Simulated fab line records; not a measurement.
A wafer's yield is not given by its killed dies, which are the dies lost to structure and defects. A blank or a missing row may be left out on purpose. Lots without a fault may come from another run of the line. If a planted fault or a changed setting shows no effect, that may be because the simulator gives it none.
fab line records	flow gf180mcu
record: lots: 12	wafers: 36	lastDay: 34
route steps=602 shown STI@5 VT_IMPLANT@97 HV_LDD@217
lots untouched by any fault: they come from a run of this same line in which no faults occurred
startH: the number of hours between the record's first day and the start of the first shown wafer of the lot	waitH: hours elapsed since this lot's preceding step	" as in the row above	L1.1+2: a single row standing in for several wafers	- no value present, or no start provided	* or withheld: withheld	< > ~ a bound
route shown NAME@n: a module of which the file shows steps, and the number in the route of the first	usual: average and standard deviation across the fault-free wafers	same: alike in all rows	chamber/n: place in a boat	sites: readings site by site	_std_site: their standard deviation	_edge_site: inner sites' mean taken away from outer sites' mean	radiusMm: for every site, how far away it sits from the centre of the wafer	mask NAME#n: copy n	behind: the most recent tool/chamber to have shaped the wafer	hold: what put the lot on hold/how long, in hours/how the hold closed	device: which transistor (n, p or np) failed to switch	end of line: the tests these same wafers got at the end of their route	a step with no rows: only its recipe	killed: count of dies lost to structure and defects at first sort (not the wafer's yield)	map: the dies of a wafer, with x for killed, . for not killed, _ for no die there
set.NAME: setting as actually run; set.NAME@STEP: the setting as run at that earlier step	model.NAME: the simulator's own value behind a step, which no gauge read
a sample of lots followed through the steps of the route, with each step as a table and each wafer as a row
services: from which hour (startH, from the record's first day; less than 0 if before it) a tool's chamber was out of use, for how many hours, and why
== steps ==
step: GF_STI_THK_MEAS_04
recipe: reads: Si3N4_of_STI_CVD_03
usual: STI_CVD_03_THK: 207.1/2.1
lot.wafer	tool	chamber	startH	waitH	STI_CVD_03_THK[nm]
L174.3	filmMetro-01	-	16.64	0.0	208.0
L174.4	"	-	"	"	206.4
L174.6	"	-	"	"	205.9
L175.2	filmMetro-03	-	19.61	0.0	209.2
L175.4	"	-	"	"	206.5
L175.5	"	-	"	"	207.5
L178.1	filmMetro-02	-	33.75	0.0	208.6
L178.2	"	-	"	"	209.3
L178.4	"	-	"	"	209.0
L181.1	filmMetro-02	-	48.56	0.0	204.0
L181.5	"	-	"	"	203.9
L181.6	"	-	"	"	203.3
L182.1	filmMetro-02	-	53.63	0.0	203.0
L182.2	"	-	"	"	204.1
L182.6	"	-	"	"	205.1
L183.2	filmMetro-02	-	58.72	0.1	208.5
L183.3	"	-	"	"	209.6
L183.5	"	-	"	"	208.9
L184.1	filmMetro-02	-	63.86	0.0	208.3
L184.3	"	-	"	"	207.9
L184.4	"	-	"	"	205.7
L185.1	filmMetro-03	-	69.12	0.0	207.0
L185.2	"	-	"	"	205.9
L185.4	"	-	"	"	207.4
L186.3	filmMetro-02	-	73.58	0.0	210.0
L186.5	"	-	"	"	210.6
L186.6	"	-	"	"	209.4
L194.2	filmMetro-01	-	115.81	0.0	207.6
L194.4	"	-	"	"	207.9
L194.5	"	-	"	"	209.0
L196.2	filmMetro-02	-	125.19	0.0	203.8
L196.3	"	-	"	"	204.4
L196.5	"	-	"	"	205.9
L197.1	filmMetro-02	-	128.56	0.0	210.4
L197.5	"	-	"	"	208.9
L197.6	"	-	"	"	208.3
step: GF_VT_IMPLANT_OVL_MEAS_07
usual: VT_IMPLANT_OVL: -0.4/1.4
lot.wafer	tool	chamber	startH	waitH	VT_IMPLANT_OVL[nm]
L174.3	overlay-01	-	113.48	0.1	-1.6
L174.4	"	-	"	"	-0.2
L174.6	"	-	"	"	-1.3
L175.2	overlay-02	-	118.13	0.1	-2.5
L175.4	"	-	"	"	0.5
L175.5	"	-	"	"	-1.3
L178.1	overlay-02	-	135.37	0.1	-0.3
L178.2	"	-	"	"	-2.0
L178.4	"	-	"	"	-1.5
L181.1	overlay-02	-	152.90	0.1	0.6
L181.5	"	-	"	"	1.7
L181.6	"	-	"	"	2.4
L182.1	overlay-01	-	160.10	0.1	-1.8
L182.2	"	-	"	"	-1.7
L182.6	"	-	"	"	-0.6
L183.2	overlay-02	-	165.26	0.1	0.5
L183.3	"	-	"	"	2.1
L183.5	"	-	"	"	0.9
L184.1	overlay-02	-	169.92	0.1	-0.1
L184.3	"	-	"	"	0.5
L184.4	"	-	"	"	1.7
L185.1	overlay-01	-	180.30	0.1	-0.6
L185.2	"	-	"	"	-1.0
L185.4	"	-	"	"	-0.9
L186.3	overlay-02	-	184.82	0.1	0.3
L186.5	"	-	"	"	-1.5
L186.6	"	-	"	"	0.7
L194.2	overlay-01	-	235.38	0.1	-0.9
L194.4	"	-	"	"	1.5
L194.5	"	-	"	"	0.2
L196.2	overlay-01	-	248.93	0.1	-0.2
L196.3	"	-	"	"	-1.6
L196.5	"	-	"	"	-2.0
L197.1	overlay-01	-	254.75	0.1	-1.2
L197.5	"	-	"	"	-3.0
L197.6	"	-	"	"	-3.2
step: GF_HV_LDD_COAT_41
recipe: resist: NOVOLAK	spinRpm: 3000	resistThkNm: 1000
usual: resistLineTempC: 23.01/0.1	spinSpeedRpm: 3000.3/2.2
lot.wafer	tool	chamber	startH	waitH	resistLineTempC	spinSpeedRpm
L174.3	lithoTrack-04	0	265.87	0.1	23.07	2997.8
L174.4	"	0	"	"	23.04	3000.4
L174.6	"	0	"	"	23.13	3003.2
L175.2	lithoTrack-03	0	270.84	0.1	22.92	3000.2
L175.4	"	0	"	"	22.98	2996.1
L175.5	"	0	"	"	22.87	3002.7
L178.1	lithoTrack-03	0	290.97	0.1	23.15	3002.4
L178.2	"	0	"	"	23.09	3003.4
L178.4	"	0	"	"	23.05	3001.0
L181.1	lithoTrack-03	0	316.37	0.1	22.95	2999.7
L181.5	"	0	"	"	22.99	2999.5
L181.6	"	0	"	"	22.89	3000.0
L182.1	lithoTrack-02	0	326.25	0.1	22.83	2998.7
L182.2	"	0	"	"	22.86	2998.3
L182.6	"	0	"	"	22.91	2998.5
L183.2	lithoTrack-02	0	335.42	0.1	22.94	3002.8
L183.3	"	0	"	"	23.02	3000.4
L183.5	"	0	"	"	22.92	3004.7
L184.1	lithoTrack-04	0	341.92	0.1	23.21	2994.9
L184.3	"	0	"	"	23.07	2997.8
L184.4	"	0	"	"	23.22	2999.9
L186.3	lithoTrack-02	0	356.25	0.1	23.28	3626.7
L186.5	"	0	"	"	22.95	3633.1
L186.6	"	0	"	"	23.08	3629.3
L185.1	lithoTrack-02	0	356.80	0.1	23.02	3628.3
L185.2	"	0	"	"	22.87	3627.1
L185.4	"	0	"	"	22.93	3630.1
L194.2	lithoTrack-02	0	423.52	0.1	22.96	3001.6
L194.4	"	0	"	"	23.21	3002.6
L194.5	"	0	"	"	23.13	3000.6
L196.2	lithoTrack-04	0	444.74	0.1	23.06	2999.6
L196.3	"	0	"	"	23.04	3001.2
L196.5	"	0	"	"	23.09	3000.0
L197.1	lithoTrack-04	0	447.27	0.1	23.12	2999.0
L197.5	"	0	"	"	22.95	2998.8
L197.6	"	0	"	"	23.22	3000.9
step: GF_HV_LDD_CD_MEAS_46
recipe: targetCdNm: 400
usual: cdNm: 400.3/2.2
lot.wafer	tool	chamber	startH	waitH	cdNm
L174.3	cdSem-02	-	275.54	0.1	401.7
L174.4	"	-	"	"	402.6
L174.6	"	-	"	"	402.5
L175.2	cdSem-02	-	280.59	0.1	399.8
L175.4	"	-	"	"	398.7
L175.5	"	-	"	"	398.4
L178.1	cdSem-01	-	300.77	0.1	396.0
L178.2	"	-	"	"	396.6
L178.4	"	-	"	"	398.6
L181.1	cdSem-01	-	326.85	0.1	398.8
L181.5	"	-	"	"	399.7
L181.6	"	-	"	"	399.9
L182.1	cdSem-01	-	336.92	0.1	399.4
L182.2	"	-	"	"	401.7
L182.6	"	-	"	"	400.6
L183.2	cdSem-01	-	345.97	0.1	405.7
L183.3	"	-	"	"	404.1
L183.5	"	-	"	"	404.7
L184.1	cdSem-01	-	352.52	0.1	398.9
L184.3	"	-	"	"	399.0
L184.4	"	-	"	"	400.6
L186.3	cdSem-02	-	367.06	0.1	411.2
L186.5	"	-	"	"	410.6
L186.6	"	-	"	"	411.4
L185.1	cdSem-01	-	367.32	0.1	408.8
L185.2	"	-	"	"	407.4
L185.4	"	-	"	"	406.2
L194.2	cdSem-01	-	435.82	0.1	399.6
L194.4	"	-	"	"	397.5
L194.5	"	-	"	"	402.6
L196.2	cdSem-02	-	456.84	0.1	397.8
L196.3	"	-	"	"	397.8
L196.5	"	-	"	"	398.6
L197.1	cdSem-02	-	459.57	0.1	400.0
L197.5	"	-	"	"	399.6
L197.6	"	-	"	"	401.4
step: GF_HV_LDD_STRIP_49
recipe: chemistry: O2/N2	powerW: 1400	pressureMtorr: 1500	platenTempC: 250	o2FlowSccm: 3000	n2FlowSccm: 300	overashFraction: 0.5
usual: drypumpMotorCurrentA: 6.00/0.26	heaterPowerW: 364/13	oesProductAu: 0.717/0.0044	platenTempC: 249.99/0.18	stripTimeToEndpointS: 12.64/0.038
same: overashFraction: 0.5
lot.wafer	tool	chamber	startH	waitH	drypumpMotorCurrentA	heaterPowerW	oesProductAu	platenTempC	rfHoursCounterH	stripTimeToEndpointS
L174.3	plasmaAsher-04	1	275.84	0.1	5.59	357	0.722	250.19	-	12.64
L174.4	"	0	"	"	6.11	384	0.717	250.14	-	12.62
L174.6	"	1	"	"	5.59	360	0.724	249.96	-	12.65
L175.2	plasmaAsher-01	1	280.87	0.1	6.28	358	0.716	250.08	65	12.60
L175.4	"	0	"	"	6.00	379	0.710	249.84	-	12.63
L175.5	"	0	"	"	5.99	385	0.705	250.16	-	12.59
L178.1	plasmaAsher-04	1	301.07	0.1	5.58	368	0.716	249.73	19	12.56
L178.2	"	0	"	"	6.14	387	0.715	249.95	19	12.58
L178.4	"	0	"	"	6.13	390	0.706	250.11	-	12.58
L181.1	plasmaAsher-01	1	327.15	0.1	6.28	364	0.716	250.18	69	12.72
L181.5	"	0	"	"	5.99	375	0.716	249.94	-	12.75
L181.6	"	1	"	"	6.29	369	0.711	250.24	-	12.72
L182.1	plasmaAsher-03	0	337.23	0.1	5.72	356	0.721	249.99	49	12.67
L182.2	"	1	"	"	6.25	354	0.721	250.05	49	12.70
L182.6	"	0	"	"	5.73	355	0.721	249.89	-	12.67
L183.2	plasmaAsher-01	0	346.25	0.1	5.97	371	0.716	250.04	72	12.61
L183.3	"	1	"	"	6.27	358	0.715	250.25	-	12.63
L183.5	"	1	"	"	6.28	367	0.714	250.11	-	12.61
L184.1	plasmaAsher-01	1	352.82	0.1	6.28	364	0.722	249.83	73	12.62
L184.3	"	1	"	"	6.29	357	0.717	249.71	-	12.61
L184.4	"	0	"	"	6.00	370	0.722	250.00	-	12.58
L186.3	plasmaAsher-03	1	367.36	0.1	6.25	360	0.714	249.79	-	11.57
L186.5	"	1	"	"	6.23	354	0.712	249.64	-	11.50
L186.6	"	0	"	"	5.72	355	0.718	250.05	-	11.56
L185.1	plasmaAsher-04	0	367.63	0.1	6.14	377	0.715	249.95	27	11.57
L185.2	"	1	"	"	5.58	359	0.719	250.22	27	11.57
L185.4	"	0	"	"	6.14	394	0.714	249.80	-	11.58
L194.2	plasmaAsher-03	1	436.10	0.1	6.27	351	0.720	250.14	56	12.56
L194.4	"	0	"	"	5.69	359	0.714	250.08	-	12.66
L194.5	"	1	"	"	6.26	341	0.717	250.07	-	12.61
L196.2	plasmaAsher-04	1	457.12	0.1	5.59	373	0.715	249.78	37	12.61
L196.3	"	1	"	"	5.59	347	0.724	249.68	-	12.66
L196.5	"	0	"	"	6.10	389	0.716	249.97	-	12.64
L197.1	plasmaAsher-03	1	459.87	0.1	6.28	357	0.719	249.60	59	12.71
L197.5	"	1	"	"	6.26	359	0.711	249.70	-	12.67
L197.6	"	0	"	"	5.72	354	0.715	250.02	-	12.69
step: GF_HV_LDD_THK_MEAS_57
recipe: reads: Si3N4_of_HV_LDD_CVD_56
usual: HV_LDD_CVD_56_THK: 90.1/0.79
lot.wafer	tool	chamber	startH	waitH	HV_LDD_CVD_56_THK[nm]
L174.3	filmMetro-02	-	278.74	0.0	90.2
L174.4	"	-	"	"	91.1
L174.6	"	-	"	"	89.5
L175.2	filmMetro-02	-	283.79	0.0	89.5
L175.4	"	-	"	"	90.5
L175.5	"	-	"	"	90.1
L178.1	filmMetro-04	-	304.05	0.0	91.0
L178.2	"	-	"	"	91.3
L178.4	"	-	"	"	91.4
L181.1	filmMetro-04	-	330.10	0.0	90.8
L181.5	"	-	"	"	91.0
L181.6	"	-	"	"	89.9
L182.1	filmMetro-02	-	340.13	0.0	90.2
L182.2	"	-	"	"	90.1
L182.6	"	-	"	"	88.5
L183.2	filmMetro-02	-	349.17	0.0	90.2
L183.3	"	-	"	"	90.1
L183.5	"	-	"	"	90.0
L184.1	filmMetro-04	-	355.73	0.0	90.7
L184.3	"	-	"	"	90.5
L184.4	"	-	"	"	91.1
L186.3	filmMetro-04	-	371.28	0.0	91.0
L186.5	"	-	"	"	90.6
L186.6	"	-	"	"	90.8
L185.1	filmMetro-01	-	371.31	0.0	89.7
L185.2	"	-	"	"	89.6
L185.4	"	-	"	"	89.5
L194.2	filmMetro-01	-	439.02	0.0	89.2
L194.4	"	-	"	"	89.4
L194.5	"	-	"	"	88.6
L196.2	filmMetro-02	-	460.04	0.0	90.5
L196.3	"	-	"	"	90.9
L196.5	"	-	"	"	91.0
L197.1	filmMetro-02	-	463.74	0.0	90.0
L197.5	"	-	"	"	89.5
L197.6	"	-	"	"	90.0
== services ==
tool	chamber	startH	hours	kind
plasmaAsher-04	-	249.44	13.0	repair
lithoTrack-02	-	319.89	-	consumableReplace:filter
plasmaAsher-03	-	339.17	28.1	pm
lithoTrack-04	-	346.43	-	consumableReplace:filter
plasmaAsher-01	-	421.25	9.0	pm
plasmaAsher-01	0	421.25	9.0	ventCycle
plasmaAsher-01	1	421.25	9.0	ventCycle
plasmaAsher-01	0	430.25	-	clean
plasmaAsher-01	1	430.25	-	clean
plasmaAsher-01	-	439.51	8.3	repair
plasmaAsher-01	-	447.80	14.6	pm
== key ==
firstSign: step: GF_HV_LDD_COAT_41	reading: spinSpeedRpm	direction: up	sigmas: 99+	usual: *	struck: *
effect: step: GF_HV_LDD_CD_MEAS_46	reading: cdNm	direction: up	sigmas: 4.1	usual: 400.3	struck: 409.3
effect: step: GF_HV_LDD_STRIP_49	reading: stripTimeToEndpointS	direction: down	sigmas: 28	usual: *	struck: *
metAt GF_HV_LDD_COAT_41
struckLots L185,L186
testerLeftOut L185,L186
notActingAt GF_STI_THK_MEAS_04,GF_VT_IMPLANT_OVL_MEAS_07,GF_HV_LDD_THK_MEAS_57
onsetBetween 335.42 356.25
fault: kind: processParameterDrift	tool: lithoTrack-02	chamber: -	onsetH: 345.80	steps: GF_HV_LDD_COAT_41	channel: spinRpm	offset: *	shape: step	endH: 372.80	actsIn: *	stated: *
testerLeftOut: of these lots the tester's yield and bins aren't shown, on N5 and GAA mostly nor the transistor test; their killed dies are dies lost to structure and defects alone, not to doping, threshold or leakage, so they don't give the yield
